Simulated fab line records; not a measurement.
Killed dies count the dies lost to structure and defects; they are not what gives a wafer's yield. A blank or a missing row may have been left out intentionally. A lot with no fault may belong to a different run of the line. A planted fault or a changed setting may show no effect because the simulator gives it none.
The tool behind it: which one? / flow gf180mcu / Sampling: 11 lots, 33 wafers, 2 of 602 route steps

## WHAT THE GAUGES READ, wafer by wafer
GF_CONTACT_RS_MEAS_25: measures by four-point-probe. Usual: CONTACT_W_RS 0.379 ohm/sq, standard deviation 0.0048.
lot=L300; measured=day 16 10:01; on=filmMetro-01; CONTACT_W_RS (ohm/sq)=0.380 0.379 0.381; flag=
lot=L302; measured=day 17 11:23; on=filmMetro-01; CONTACT_W_RS (ohm/sq)=0.371 0.375 0.378; flag=
lot=L304; measured=day 18 01:21; on=filmMetro-03; CONTACT_W_RS (ohm/sq)=0.374 0.374 0.381; flag=
lot=L305; measured=day 18 06:08; on=filmMetro-04; CONTACT_W_RS (ohm/sq)=0.368 0.376 0.367; flag=
lot=L309; measured=day 19 21:51; on=filmMetro-04; CONTACT_W_RS (ohm/sq)=0.380 0.391 0.384; flag=
lot=L310; measured=day 20 07:17; on=filmMetro-01; CONTACT_W_RS (ohm/sq)=0.377 0.380 0.380; flag=
lot=L313; measured=day 21 06:55; on=filmMetro-04; CONTACT_W_RS (ohm/sq)=0.376 0.383 0.377; flag=
lot=L314; measured=day 21 21:02; on=filmMetro-03; CONTACT_W_RS (ohm/sq)=0.386 0.384 0.379; flag=
lot=L316; measured=day 22 12:22; on=filmMetro-04; CONTACT_W_RS (ohm/sq)=0.373 0.371 0.385; flag=
lot=L317; measured=day 22 16:52; on=filmMetro-03; CONTACT_W_RS (ohm/sq)=0.381 0.370 0.373; flag=
lot=L322; measured=day 24 06:19; on=filmMetro-01; CONTACT_W_RS (ohm/sq)=0.378 0.384 0.379; flag=

## WHAT TOOL EACH LOT RAN ON (gives the tool, then ch and the chambers of the sampled wafers, and finally the start)
lot=L300; GF_SALICIDE_SPUTTER_03=pvdSputter-04, day 15 10:09
lot=L302; GF_SALICIDE_SPUTTER_03=pvdSputter-03, day 16 10:41
lot=L304; GF_SALICIDE_SPUTTER_03=pvdSputter-02, day 17 00:29
lot=L305; GF_SALICIDE_SPUTTER_03=pvdSputter-03, day 17 04:53
lot=L309; GF_SALICIDE_SPUTTER_03=pvdSputter-03, day 18 20:06
lot=L310; GF_SALICIDE_SPUTTER_03=pvdSputter-04, day 19 04:44
lot=L313; GF_SALICIDE_SPUTTER_03=pvdSputter-04, day 20 05:00
lot=L314; GF_SALICIDE_SPUTTER_03=pvdSputter-03, day 20 19:38
lot=L316; GF_SALICIDE_SPUTTER_03=pvdSputter-04, day 21 10:49
lot=L317; GF_SALICIDE_SPUTTER_03=pvdSputter-02, day 21 15:13
lot=L322; GF_SALICIDE_SPUTTER_03=pvdSputter-02, day 23 05:34
- GF_SALICIDE_SPUTTER_03: material TiN, target thk 20 nm, time 16.7 s.

## WHAT THE TOOLS THEMSELVES READ (means of the sampled wafers that have a number; where no wafer has one, the mark that the record gives instead)
GF_SALICIDE_SPUTTER_03. Usual: throttleValvePct at 30.4 %, with a standard deviation of 1.
lot=L300; tool=pvdSputter-04; throttleValvePct (%)=30.2; flag=
lot=L302; tool=pvdSputter-03; throttleValvePct (%)=30.6; flag=
lot=L304; tool=pvdSputter-02; throttleValvePct (%)=31.6; flag=
lot=L305; tool=pvdSputter-03; throttleValvePct (%)=30.6; flag=
lot=L309; tool=pvdSputter-03; throttleValvePct (%)=31.1; flag=
lot=L310; tool=pvdSputter-04; throttleValvePct (%)=29.8; flag=
lot=L313; tool=pvdSputter-04; throttleValvePct (%)=29.9; flag=
lot=L314; tool=pvdSputter-03; throttleValvePct (%)=30.1; flag=
lot=L316; tool=pvdSputter-04; throttleValvePct (%)=29.9; flag=
lot=L317; tool=pvdSputter-02; throttleValvePct (%)=31.9; flag=
lot=L322; tool=pvdSputter-02; throttleValvePct (%)=31.6; flag=

## THE ANSWER, worked out from the rows above alone
Rule: a lot is off if the mean of its wafers that have a number lies more than 3 standard deviations from the usual mean. Also off: a lot with no number at a reading for which 4 or more lots have one. The other lots that the step has rows for count as sound. After the gauges, taken in route order, come the tools' own readings; for these a lot's mean is taken, as printed above. The first step at which some lot is off is used, and at that step the reading that is off furthest; a lot without a number counts as furthest.
No lot is off at any reading shown: from this, nothing can be told.

## WHAT THE SIMULATOR HAD INSERTED
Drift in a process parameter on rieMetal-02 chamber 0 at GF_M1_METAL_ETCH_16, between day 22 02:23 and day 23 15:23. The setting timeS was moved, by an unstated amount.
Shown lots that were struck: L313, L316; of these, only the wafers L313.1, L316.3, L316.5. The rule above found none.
